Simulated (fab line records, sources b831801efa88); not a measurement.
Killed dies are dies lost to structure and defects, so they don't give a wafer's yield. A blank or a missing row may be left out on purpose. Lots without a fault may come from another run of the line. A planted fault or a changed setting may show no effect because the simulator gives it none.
fab line records | flow sky130 | part 1 of 2: steps 1 to 40 of 42
record lots=5 wafers=15 last_day=50
route steps=708 shown GATE_OXIDE@192 POLY_GATE@204 RES_PROTECT@206 PAD_OPEN@708
lots that met no fault: from a run of the same line without faults
start_h: hours from the record's first day to the start of the lot's first wafer shown | wait_h: hours since the lot's step before | " the same as in the row above | L1.1+2: a row that stands for several wafers | - no value, or no start given | * or withheld: withheld | < > ~ a bound
route shown NAME@n: a module of which the file shows steps, and the number in the route of the first | usual: mean/standard deviation of fault-free wafers | same: alike in all rows | chamber/n: place in a boat | sites: the reading at each site | _std_site: their standard deviation | _edge_site: outer sites' mean less inner sites' | radius_mm: how far each site lies from the wafer's centre | mask NAME#n: copy n | behind: the tool/chamber that last shaped the wafer | hold: why the lot was held/for how many hours/how that ended | device: the transistor (n, p or np) that didn't switch | end of line: the same wafers' tests at the end of the route | a step without rows: its recipe alone | killed: dies lost to structure and defects at the first sort, not the wafer's yield | map: a wafer's dies, x killed, . not, _ none there
set.NAME: the setting as run; set.NAME@STEP: as run at that earlier step | model.NAME: the simulator's own value behind a step, which no gauge read
lots at some steps of the route; a table a step, a row a wafer
services: from which hour (start_h, from the record's first day; less than 0 if before it) a tool's chamber was out of use, for how many hours, and why
## steps
# step SKY_GATE_OXIDE_COAT_05
# recipe resist=NOVOLAK spin_rpm=3000 resist_thk_nm=1140
# step SKY_GATE_OXIDE_SOFTBAKE_06
# recipe temp_c=90 time_s=60 resist=NOVOLAK
# step SKY_GATE_OXIDE_EXPOSE_07
# recipe mask_id=LVOM na=0.6 source_shape=conventional sigma_outer=0.6 polarization=unpolarized target_cd_nm=600 dose_mj=170
# step SKY_GATE_OXIDE_PEB_08
# recipe temp_c=withheld time_s=* resist=NOVOLAK
# step SKY_GATE_OXIDE_DEVELOP_09
# recipe resist=NOVOLAK developer=TMAH develop_time_s=60 dev_temp_c=23
# step SKY_GATE_OXIDE_OVL_MEAS_10
# usual GATE_OXIDE_OVL=-0.1/1.5
# columns lot.wafer tool chamber start_h wait_h GATE_OXIDE_OVL[nm]
L259.1 overlay-02 - 303.76 0.1 -3.3
L259.3 " - " " -2.1
L259.6 " - " " -2.3
L261.2 overlay-01 - 320.76 0.1 -1.7
L261.3 " - " " -1.2
L261.4 " - " " 0.4
L266.1 overlay-01 - 371.65 0.1 0.2
L266.3 " - " " 1.2
L266.6 " - " " 0.8
L273.1 overlay-02 - 426.71 0.1 -1.9
L273.4 " - " " -2.0
L273.6 " - " " -0.8
L282.1 overlay-01 - 506.75 0.1 0.5
L282.3 " - " " -0.2
L282.4 " - " " 2.0
# step SKY_GATE_OXIDE_IMPLANT_11
# recipe species=B energy_kev=10 dose_cm2=2.6e+12 tilt_deg=withheld
# step SKY_GATE_OXIDE_WET_ETCH_12
# recipe chemistry=dHF target_depth_nm=16.8 dry=n2_spin target=SiO2 dilution=100:1 temp_c=25 time_s=336
# step SKY_GATE_OXIDE_STRIP_13
# recipe chemistry=O2/N2 power_w=1400 pressure_mtorr=1500 platen_temp_c=withheld o2_flow_sccm=3000 n2_flow_sccm=300 overash_fraction=0.5
# usual chamber_pressure_mTorr=1500.0/1.4 drypump_motor_current_A=5.8/0.51 oes_product_au=0.715/0.0049 strip_time_to_endpoint_s=14.19/0.035
# columns lot.wafer tool chamber start_h wait_h chamber_pressure_mTorr drypump_motor_current_A oes_product_au rf_hours_counter_h strip_time_to_endpoint_s
L259.1 plasma_asher-01 0 304.05 0.0 1501.8 5.8 0.717 18 14.19
L259.3 " 1 " " 1502.5 4.8 0.714 - 14.23
L259.6 " 1 " " 1499.6 4.8 0.717 - 14.22
L261.2 plasma_asher-01 0 321.04 0.0 1501.6 5.7 0.706 20 14.20
L261.3 " 1 " " 1502.4 4.8 0.713 - 14.25
L261.4 " 0 " " 1500.5 5.7 0.727 - 14.21
L266.1 plasma_asher-01 0 371.94 0.0 1500.5 5.7 0.716 24 14.20
L266.3 " 0 " " 1501.7 5.7 0.712 - 14.16
L266.6 " 0 " " 1498.7 5.8 0.724 - 14.16
L273.1 plasma_asher-02 1 427.01 0.0 1500.5 6.0 0.719 59 14.17
L273.4 " 1 " " 1498.7 6.0 0.720 - 14.18
L273.6 " 0 " " 1503.4 6.3 0.716 - 14.16
L282.1 plasma_asher-03 0 507.04 0.0 1498.9 6.1 0.719 83 14.16
L282.3 " 1 " " 1500.4 6.0 0.722 - 14.10
L282.4 " 0 " " 1501.0 6.1 0.713 - 14.22
# step SKY_GATE_OXIDE_TW_MEAS_14
# usual GATE_OXIDE_TW=224.6/1.1
# columns lot.wafer tool chamber start_h wait_h GATE_OXIDE_TW
L259.1 film_metro-02 - 304.15 0.1 225.7
L259.3 " - " " 225.4
L259.6 " - " " 222.6
L261.2 film_metro-02 - 321.15 0.1 225.6
L261.3 " - " " 224.7
L261.4 " - " " 226.1
L266.1 film_metro-01 - 372.04 0.1 226.7
L266.3 " - " " 226.6
L266.6 " - " " 227.4
L273.1 film_metro-04 - 427.11 0.1 225.4
L273.4 " - " " 225.6
L273.6 " - " " 224.9
L282.1 film_metro-04 - 507.14 0.1 225.0
L282.3 " - " " 225.0
L282.4 " - " " 223.8
# step SKY_GATE_OXIDE_CLEAN_15
# recipe chemistry=SC1/SC2 mix=1:4:20 temp_c=70 time_s=150 dry=n2_spin
# step SKY_GATE_OXIDE_OXIDATION_16
# recipe temp_c=800 ambient=O2 idle_temp_c=700 ramp_up_c_per_min=10 ramp_down_c_per_min=3 stabilise_s=600 purge_s=300 target_thk_a=35.7 ox_time_s=1915
# step SKY_POLY_GATE_CVD_00
# recipe material=poly-Si target_thk_nm=180 temp_c=620 time_s=720 pressure_mtorr=200
# usual spike_tc_bottom_C=641.5/2.7 spike_tc_centre_C=620.9/1.1 spike_tc_lower_C=620.1/1 spike_tc_top_C=635.7/1.2 spike_tc_upper_C=620.7/1.1 susceptor_temp_C=620.0/0.32 zone_power_centre_pct=9.33/0.16 zone_power_upper_pct=8.08/0.26
# columns lot.wafer tool chamber start_h wait_h spike_tc_bottom_C spike_tc_centre_C spike_tc_lower_C spike_tc_top_C spike_tc_upper_C susceptor_temp_C zone_power_centre_pct zone_power_upper_pct model.poly-Si_of_POLY_GATE_CVD_00.thk_nm
L259.1 lpcvd-01 1 305.79 0.0 638.9 620.0 619.8 637.0 622.0 619.9 9.32 7.89 178.2
L259.3 " 1 " " 639.4 620.4 620.4 635.9 619.6 620.0 9.28 7.92 179.6
L259.6 " 1 " " 638.5 619.4 620.4 636.5 620.2 619.9 9.60 7.94 178.4
L261.2 lpcvd-01 1 325.99 0.0 640.8 621.3 621.0 636.5 621.4 619.8 9.19 7.88 178.7
L261.3 " 1 " " 638.7 622.7 621.0 636.0 624.5 619.7 9.40 7.83 178.3
L261.4 " 1 " " 637.5 620.6 619.3 634.6 622.8 620.0 9.29 7.84 179.8
L266.1 lpcvd-01 0 373.80 0.0 644.1 619.9 619.3 634.5 621.7 620.1 9.23 8.36 178.7
L266.3 " 0 " " 645.9 619.4 619.7 634.7 621.7 619.8 9.25 8.36 179.1
L266.6 " 0 " " 643.9 622.0 620.5 634.4 621.3 620.1 9.24 8.27 179.2
L273.1 lpcvd-01 0 430.93 1.2 639.9 617.9 616.7 631.5 615.3 615.7 9.25 8.27 162.1
L273.4 " 0 " " 640.4 615.9 616.0 632.2 615.2 616.3 9.14 8.19 162
L273.6 " 0 " " 638.4 617.1 617.5 631.0 614.9 615.7 8.97 8.23 162
L282.1 lpcvd-01 0 508.83 0.0 643.8 620.9 620.3 634.6 620.4 619.3 9.24 8.40 181
L282.3 " 0 " " 645.0 621.3 619.1 636.4 620.4 619.7 9.21 8.38 179.5
L282.4 " 0 " " 643.1 620.1 620.5 634.8 620.1 620.0 9.27 8.26 179.9
# step SKY_POLY_GATE_THK_MEAS_01
# recipe reads=poly-Si_of_POLY_GATE_CVD_00
# usual POLY_GATE_CVD_00_THK=179.6/1.6
# columns lot.wafer tool chamber start_h wait_h POLY_GATE_CVD_00_THK[nm]
L259.1 film_metro-04 - 306.99 0.0 178.1
L259.3 " - " " 179.8
L259.6 " - " " 178.5
L261.2 film_metro-04 - 327.20 0.0 178.7
L261.3 " - " " 178.2
L261.4 " - " " 179.8
L266.1 film_metro-01 - 375.00 0.0 178.9
L266.3 " - " " 179.2
L266.6 " - " " 179.2
L273.1 film_metro-03 - 433.63 0.0 162.2
L273.4 " - " " 162.0
L273.6 " - " " 161.9
L282.1 film_metro-03 - 510.03 0.0 180.8
L282.3 " - " " 179.3
L282.4 " - " " 179.7
# step SKY_RES_PROTECT_DEHYDRATE_00
# recipe temp_c=200 time_s=60
# step SKY_RES_PROTECT_HMDS_01
# recipe prime_time_s=60 prime_temp_c=120
# step SKY_RES_PROTECT_COAT_02
# recipe resist=NOVOLAK spin_rpm=3000 resist_thk_nm=1140
# step SKY_RES_PROTECT_SOFTBAKE_03
# recipe temp_c=90 time_s=60 resist=NOVOLAK
# step SKY_RES_PROTECT_EXPOSE_04
# recipe mask_id=RPM na=0.6 source_shape=conventional sigma_outer=0.6 polarization=unpolarized target_cd_nm=1270 dose_mj=131
# step SKY_RES_PROTECT_PEB_05
# recipe temp_c=withheld time_s=* resist=NOVOLAK
# step SKY_RES_PROTECT_DEVELOP_06
# recipe resist=NOVOLAK developer=TMAH develop_time_s=60 dev_temp_c=23
# step SKY_POLY_GATE_IMPLANT_02
# recipe species=P energy_kev=30 dose_cm2=7.7e+15 tilt_deg=0
# step SKY_RES_PROTECT_STRIP_07
# recipe chemistry=O2/N2 power_w=1400 pressure_mtorr=1500 platen_temp_c=withheld o2_flow_sccm=3000 n2_flow_sccm=300 overash_fraction=0.5
# usual chamber_pressure_mTorr=1499.8/1.4 drypump_motor_current_A=6.2/0.34 oes_product_au=0.517/0.0046 strip_time_to_endpoint_s=23.29/0.042
# columns lot.wafer tool chamber start_h wait_h chamber_pressure_mTorr drypump_motor_current_A oes_product_au rf_hours_counter_h strip_time_to_endpoint_s
L259.1 plasma_asher-04 0 333.45 0.1 1500.2 6.9 0.515 67 23.29
L259.3 " 1 " " 1500.4 5.8 0.517 - 23.33
L259.6 " 1 " " 1497.9 5.8 0.513 - 23.32
L261.2 plasma_asher-04 1 353.90 0.1 1501.7 5.8 0.516 69 23.33
L261.3 " 1 " " 1499.9 5.8 0.520 - 23.37
L261.4 " 0 " " 1500.4 6.8 0.520 - 23.36
L266.1 plasma_asher-03 1 403.05 0.1 1500.0 6.0 0.520 73 23.34
L266.3 " 1 " " 1498.0 6.0 0.515 - 23.37
L266.6 " 0 " " 1501.6 6.1 0.514 - 23.30
L273.1 plasma_asher-04 1 464.25 0.1 1500.9 5.8 0.523 3 23.35
L273.4 " 1 " " 1500.6 5.8 0.511 - 23.30
L273.6 " 1 " " 1499.0 5.8 0.514 - 23.30
L282.1 plasma_asher-02 0 539.20 0.1 1498.8 6.4 0.517 69 23.30
L282.3 " 1 " " 1498.9 6.0 0.521 - 23.26
L282.4 " 0 " " 1500.6 6.3 0.515 - 23.27
# step SKY_RES_PROTECT_TW_MEAS_08
# usual POLY_GATE_TW=4039/22
# columns lot.wafer tool chamber start_h wait_h POLY_GATE_TW
L259.1 film_metro-02 - 333.55 0.1 4058
L259.3 " - " " 4057
L259.6 " - " " 4059
L261.2 film_metro-01 - 354.01 0.1 4062
L261.3 " - " " 4065
L261.4 " - " " 4063
L266.1 film_metro-01 - 403.15 0.1 4068
L266.3 " - " " 4044
L266.6 " - " " 4024
L273.1 film_metro-02 - 464.35 0.1 4029
L273.4 " - " " 4019
L273.6 " - " " 4029
L282.1 film_metro-03 - 539.30 0.1 4056
L282.3 " - " " 4100
L282.4 " - " " 4048
# step SKY_RES_PROTECT_CLEAN_09
# recipe chemistry=SC1/SC2 mix=1:4:20 temp_c=70 time_s=150 dry=n2_spin
# columns lot.wafer tool chamber start_h wait_h model.poly-Si_of_POLY_GATE_CVD_00.thk_nm
L259.1 wet_bench-02 2 333.61 0.1 177.6
L259.3 " 2 " " 179
L259.6 " 2 " " 177.8
L261.2 wet_bench-04 3 354.06 0.0 178
L261.3 " 3 " " 177.7
L261.4 " 3 " " 179.2
L266.1 wet_bench-02 3 403.21 0.1 178.1
L266.3 " 3 " " 178.4
L266.6 " 3 " " 178.6
L273.1 wet_bench-01 2 464.41 0.1 161.5
L273.4+6 " 2 " " 161.3
L282.1 wet_bench-02 1 539.36 0.1 180.3
L282.3 " 1 " " 178.8
L282.4 " 1 " " 179.2
# step SKY_POLY_GATE_CVD_03
# recipe material=Si3N4 precursor=DCS/NH3 target_thk_nm=75 temp_c=770 time_s=1290 pressure_mtorr=250
# step SKY_POLY_GATE_THK_MEAS_04
# recipe reads=Si3N4_of_POLY_GATE_CVD_03
# usual POLY_GATE_CVD_03_THK=74.9/0.68
# columns lot.wafer tool chamber start_h wait_h POLY_GATE_CVD_03_THK[nm]
L259.1 film_metro-03 - 335.02 0.0 74.8
L259.3 " - " " 74.6
L259.6 " - " " 75.3
L261.2 film_metro-04 - 356.67 0.0 74.0
L261.3 " - " " 74.6
L261.4 " - " " 74.4
L266.1 film_metro-01 - 406.14 0.0 74.6
L266.3 " - " " 74.9
L266.6 " - " " 74.6
L273.1 film_metro-01 - 465.82 0.0 74.6
L273.4 " - " " 75.1
L273.6 " - " " 75.1
L282.1 film_metro-03 - 541.51 0.0 74.6
L282.3 " - " " 74.3
L282.4 " - " " 74.7
# step SKY_POLY_GATE_DEHYDRATE_05
# recipe temp_c=200 time_s=60
# step SKY_POLY_GATE_HMDS_06
# recipe prime_time_s=60 prime_temp_c=120
# step SKY_POLY_GATE_COAT_07
# recipe resist=BARC temp_c=withheld time_s=withheld spin_rpm=3000 resist_thk_nm=110
# step SKY_POLY_GATE_COAT_08
# recipe resist=KrF-thick spin_rpm=3000 resist_thk_nm=450
# step SKY_POLY_GATE_SOFTBAKE_09
# recipe temp_c=100 time_s=90 resist=KrF-thick
# step SKY_POLY_GATE_EXPOSE_10
# recipe mask_id=P1M na=0.68 source_shape=conventional sigma_outer=0.6 target_cd_nm=150 dose_mj=28
# step SKY_POLY_GATE_PEB_11
# recipe peb_temp_c=withheld peb_time_s=withheld resist=KrF-thick
# step SKY_POLY_GATE_DEVELOP_12
# recipe develop_time_s=60 resist=KrF-thick dev_temp_c=21
# step SKY_POLY_GATE_CD_MEAS_13
# recipe target_cd_nm=150
# usual cd_nm=150.4/1.2
# columns lot.wafer tool chamber start_h wait_h cd_nm
L259.1 cd_sem-02 - 361.85 - 147.7
L259.3 " - " " 148.8
L259.6 " - " " 149.2
L261.2 cd_sem-01 - 384.88 - 149.3
L261.3 " - " " 149.4
L261.4 " - " " 150.1
L266.1 cd_sem-02 - 435.90 - 149.8
L266.3 " - " " 150.1
L266.6 " - " " 150.6
L273.1 cd_sem-01 - 497.35 - 151.4
L273.4 " - " " 149.9
L273.6 " - " " 151.3
L282.1 cd_sem-02 - 570.50 - 150.2
L282.3 " - " " 151.0
L282.4 " - " " 150.7
# step SKY_POLY_GATE_OVL_MEAS_14
# usual POLY_GATE_OVL=0/5.8
# columns lot.wafer tool chamber start_h wait_h POLY_GATE_OVL[nm]
L259.1 overlay-01 - 361.97 0.1 1
L259.3 " - " " 3
L259.6 " - " " 3
L261.2 overlay-02 - 384.99 0.1 -6
L261.3 " - " " -8
L261.4 " - " " -14
L266.1 overlay-01 - 436.02 0.1 0
L266.3 " - " " 4
L266.6 " - " " -3
L273.1 overlay-02 - 497.47 0.1 1
L273.4 " - " " 1
L273.6 " - " " 0
L282.1 overlay-01 - 570.62 0.1 -4
L282.3 " - " " 0
L282.4 " - " " -4
# step SKY_POLY_GATE_ETCH_15
# recipe chemistry=N2/H2 target=BARC ion_energy_ev=200 source_w=500 bias_w=100 pressure_mtorr=30 n2_flow_sccm=100 h2_flow_sccm=200 stop_on=SiO2 time_s=118.5 target_depth_a=1100
# usual chamber_pressure_mTorr=30.000/0.025 drypump_motor_current_A=5.6/0.54 oes_product_au=0.716/0.0047 throttle_valve_pct=13.214/0.0091
# columns lot.wafer tool chamber start_h wait_h chamber_pressure_mTorr drypump_motor_current_A oes_product_au rf_hours_counter_h throttle_valve_pct
L259.1 rie_diel-04 0 362.01 0.0 30.005 6.2 0.716 3 13.205
L259.3 " 3 " " 30.007 5.6 0.721 2 13.202
L259.6 " 1 " " 30.018 5.2 0.721 - 13.216
L261.2 rie_diel-04 0 385.02 0.0 29.951 6.2 0.712 3 13.209
L261.3 " 2 " " 29.999 5.7 0.721 94 13.217
L261.4 " 1 " " 30.029 5.2 0.714 65 13.210
L266.1 rie_diel-01 3 436.06 0.0 30.019 5.2 0.713 76 13.201
L266.3 " 1 " " 29.986 6.7 0.708 73 13.229
L266.6 " 3 " " 29.994 5.3 0.714 - 13.212
L273.1 rie_diel-01 1 497.51 0.0 30.041 6.7 0.716 74 13.216
L273.4 " 0 " " 29.976 5.9 0.715 14 13.206
L273.6 " 1 " " 30.018 6.7 0.712 - 13.195
L282.1 rie_diel-01 1 570.66 0.0 30.019 6.6 0.723 75 13.212
L282.3 " 0 " " 29.987 5.9 0.718 15 13.205
L282.4 " 0 " " 29.964 6.0 0.713 - 13.206
# step SKY_POLY_GATE_ETCH_16
# recipe stop_on=poly-Si chemistry=CH3F/O2 target=Si3N4 source_w=400 bias_w=80 pressure_mtorr=25 ch3f_flow_sccm=40 O2_flow_sccm=30 time_s=147.5 target_depth_a=750
# usual chamber_pressure_mTorr=25.000/0.021 drypump_motor_current_A=5.6/0.54 oes_product_au=0.640/0.0055 throttle_valve_pct=10.535/0.0091
# columns lot.wafer tool chamber start_h wait_h chamber_pressure_mTorr drypump_motor_current_A oes_product_au rf_hours_counter_h throttle_valve_pct
L259.1 rie_diel-04 0 362.09 0.0 25.020 6.2 0.631 3 10.521
L259.3 " 3 " " 24.992 5.6 0.633 2 10.534
L259.6 " 1 " " 25.001 5.3 0.647 - 10.542
L261.2 rie_diel-04 0 385.10 0.0 24.972 6.2 0.633 3 10.552
L261.3 " 2 " " 25.020 5.6 0.642 94 10.538
L261.4 " 1 " " 25.026 5.2 0.643 65 10.534
L266.1 rie_diel-01 3 436.14 0.0 24.970 5.3 0.638 76 10.530
L266.3 " 1 " " 25.001 6.7 0.638 73 10.538
L266.6 " 3 " " 25.028 5.3 0.632 - 10.540
L273.1 rie_diel-01 1 497.59 0.0 25.009 6.7 0.641 74 10.532
L273.4 " 0 " " 24.998 5.9 0.647 14 10.515
L273.6 " 1 " " 25.001 6.6 0.646 - 10.530
L282.1 rie_diel-01 1 570.74 0.0 25.017 6.6 0.641 75 10.532
L282.3 " 0 " " 24.995 5.9 0.641 15 10.524
L282.4 " 0 " " 25.025 5.9 0.638 - 10.549
# step SKY_POLY_GATE_ETCH_17
# recipe target_depth_nm=180 stop_on=SiO2 over_etch_frac=0.56667 chemistry=HBr/Cl2 target=poly-Si icp_w=400 bias_w=100 pressure_mtorr=10 HBr_flow_sccm=150 Cl2_flow_sccm=50 time_s=70.5
# usual chamber_pressure_mTorr=9.999/0.0091 drypump_motor_current_A=6.2/0.48 oes_product_au=0.985/0.0059 throttle_valve_pct=33.683/0.0093
# columns lot.wafer tool chamber start_h wait_h chamber_pressure_mTorr drypump_motor_current_A oes_product_au rf_hours_counter_h throttle_valve_pct model.etch.depth_nm model.POLY_GATE.feature_depth_nm
L259.1 rie_si-02 3 362.19 0.0 10.021 6.1 0.977 17 33.674 177.6 177.6
L259.3 " 0 " " 9.990 6.6 0.986 5 33.671 179 179
L259.6 " 3 " " 9.998 6.1 0.978 - 33.682 177.8 177.8
L261.2 rie_si-01 2 385.20 0.0 10.010 6.0 0.980 5 33.679 178 178
L261.3 " 0 " " 10.012 6.1 0.989 26 33.695 177.7 177.7
L261.4 " 3 " " 9.998 6.3 0.988 1 33.674 179.2 179.2
L266.1 rie_si-01 3 436.24 0.0 9.984 6.4 0.982 2 33.679 177.9 177.9
L266.3 " 0 " " 10.000 6.1 0.990 27 33.678 178.4 178.4
L266.6 " 1 " " 10.006 6.6 0.987 - 33.687 177.9 177.9
L273.1 rie_si-02 1 497.69 0.0 10.000 5.2 0.926 0 33.676 161.5 161.5
L273.4 " 3 " " 9.997 6.1 0.924 18 33.682 161.3 161.3
L273.6 " 1 " " 10.005 5.2 0.925 - 33.668 161.3 161.3
L282.1 rie_si-01 0 570.84 0.0 10.001 6.1 0.991 27 33.699 179.7 179.7
L282.3 " 2 " " 10.007 6.0 0.983 6 33.692 178.8 178.8
L282.4 " 3 " " 9.991 6.3 0.990 2 33.680 178.9 178.9
## key
first_sign step=SKY_POLY_GATE_CVD_00 reading=susceptor_temp_C direction=down sigmas=13 usual=* struck=*
effect step=SKY_POLY_GATE_CVD_00 reading=spike_tc_upper_C direction=down sigmas=5 usual=620.7 struck=615.1
effect step=SKY_POLY_GATE_THK_MEAS_01 reading=POLY_GATE_CVD_00_THK direction=down sigmas=11 usual=179.6 struck=162.0
effect step=SKY_POLY_GATE_ETCH_17 reading=oes_product_au direction=down sigmas=10 usual=0.985 struck=0.925
model_effect step=SKY_POLY_GATE_CVD_00 value=poly-Si_of_POLY_GATE_CVD_00.thk_nm without=179 struck=162
model_effect step=SKY_RES_PROTECT_CLEAN_09 value=poly-Si_of_POLY_GATE_CVD_00.thk_nm without=178.4 struck=161.4
model_effect step=SKY_POLY_GATE_ETCH_17 value=etch.depth_nm without=178.1 struck=161.4
model_effect step=SKY_PAD_OPEN_PROBE_99 value=etest.res_high_po.line_ohm_um without=737.1 struck=805.2
met_at SKY_POLY_GATE_CVD_00
struck_wafers L273.1,L273.4,L273.6
tester_left_out L273
fault kind=process_parameter_drift tool=lpcvd-01 chamber=0 onset_h=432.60 steps=SKY_POLY_GATE_CVD_00 channel=temp_c offset=* shape=step end_h=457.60 stated=*
# tester_left_out: of these lots the tester's yield and bins aren't shown, on N5 and GAA mostly nor the transistor test; their killed dies are dies lost to structure and defects alone, not to doping, threshold or leakage, so they don't give the yield
